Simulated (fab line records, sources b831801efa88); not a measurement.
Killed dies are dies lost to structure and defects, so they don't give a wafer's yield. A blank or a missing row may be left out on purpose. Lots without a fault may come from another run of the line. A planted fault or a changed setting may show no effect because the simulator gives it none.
Comparing a struck lot with a sound one || flow gf180mcu || 14 steps out of a route of 602
Sound: these wafers, L397.1, L397.2, L397.4. Struck: wafers L399.2, L399.5, L399.6. Last of all comes the cause.
At each step with rows: each side's tool, then ch and its chambers, then its first start. Under that, the readings that differ: sound wafers || struck wafers || difference of the means || sigmas: that difference in standard deviations of wafers without a fault.
alike: readings whose means differ by less than 2 such deviations, and words and numbers that are the same on both sides. not compared: withheld readings, readings that some wafer has no value for, bounds like >300 that may hide the same value, and numbers for which the record gives no deviation and whose values overlap.
The two part at a step that has a row with sigmas, a row that says differs or no value, or rows on one side only. Non-overlapping numbers with no deviation appear without sigmas and do not part them. Lack of a reading on every wafer of one side parts them only where that side has two or more wafers.

GF_VT_IMPLANT_RS_MEAS_49: uses a four-point probe to measure.
  struck on filmMetro-03, day 10 11:56; sound on filmMetro-04, day 10 01:11
{"reading": "MVPSD_RS (ohm/sq)", "sound": "1166.6 1164.2 1164.8", "struck": "1171.2 1169.5 1173.3", "difference": "+6.1", "sigmas": "+2"}
then, 4 steps without rows for these wafers: GF_VT_IMPLANT_WET_ETCH_50 (etches SiO2 in dHF, target depth 20 nm, time 400 s); GF_DUAL_GATE_CLEAN_00 (cleans in SC1/SC2, time 150 s); GF_DUAL_GATE_CLEAN_01 (cleans in dHF, time 20 s); GF_DUAL_GATE_OXIDATION_02 (stabilise 600 s, purge 300 s, target thk 10.887 nm).
GF_DUAL_GATE_THK_MEAS_03:
  struck on filmMetro-02, day 10 14:44; sound on filmMetro-02, day 10 04:07
  alike: DUAL_GATE_OXIDATION_00_THK
then, 6 steps without rows for these wafers: GF_DUAL_GATE_DEHYDRATE_04 (time 60 s); GF_DUAL_GATE_HMDS_05 (prime time 60 s); GF_DUAL_GATE_COAT_06 (resist thk 1000 nm); GF_DUAL_GATE_SOFTBAKE_07 (time 60 s); GF_DUAL_GATE_EXPOSE_08 (exposes mask Dualgate, target cd 700 nm); GF_DUAL_GATE_PEB_09.
GF_DUAL_GATE_DEVELOP_10: develop time 60 s.
  struck on lithoTrack-01, day 11 08:32; sound on lithoTrack-02 ch 0, day 10 21:39
  no value came back on the struck wafers for chillPlateTempC (C), developTimeS (s); on the sound wafers chillPlateTempC (C) reads 22.95 23.00 22.98
GF_DUAL_GATE_OVL_MEAS_11:
  struck on overlay-01, day 11 08:40; sound on overlay-01, day 10 21:48
{"reading": "DUAL_GATE_OVL (nm)", "sound": "-1.8 -1.9 -0.6", "struck": "- - -", "difference": "no value on the struck wafers", "sigmas": ""}

WHERE THEY PART
First at GF_VT_IMPLANT_RS_MEAS_49; last, within this record, at GF_DUAL_GATE_OVL_MEAS_11.

WHY: the cause the simulator had injected
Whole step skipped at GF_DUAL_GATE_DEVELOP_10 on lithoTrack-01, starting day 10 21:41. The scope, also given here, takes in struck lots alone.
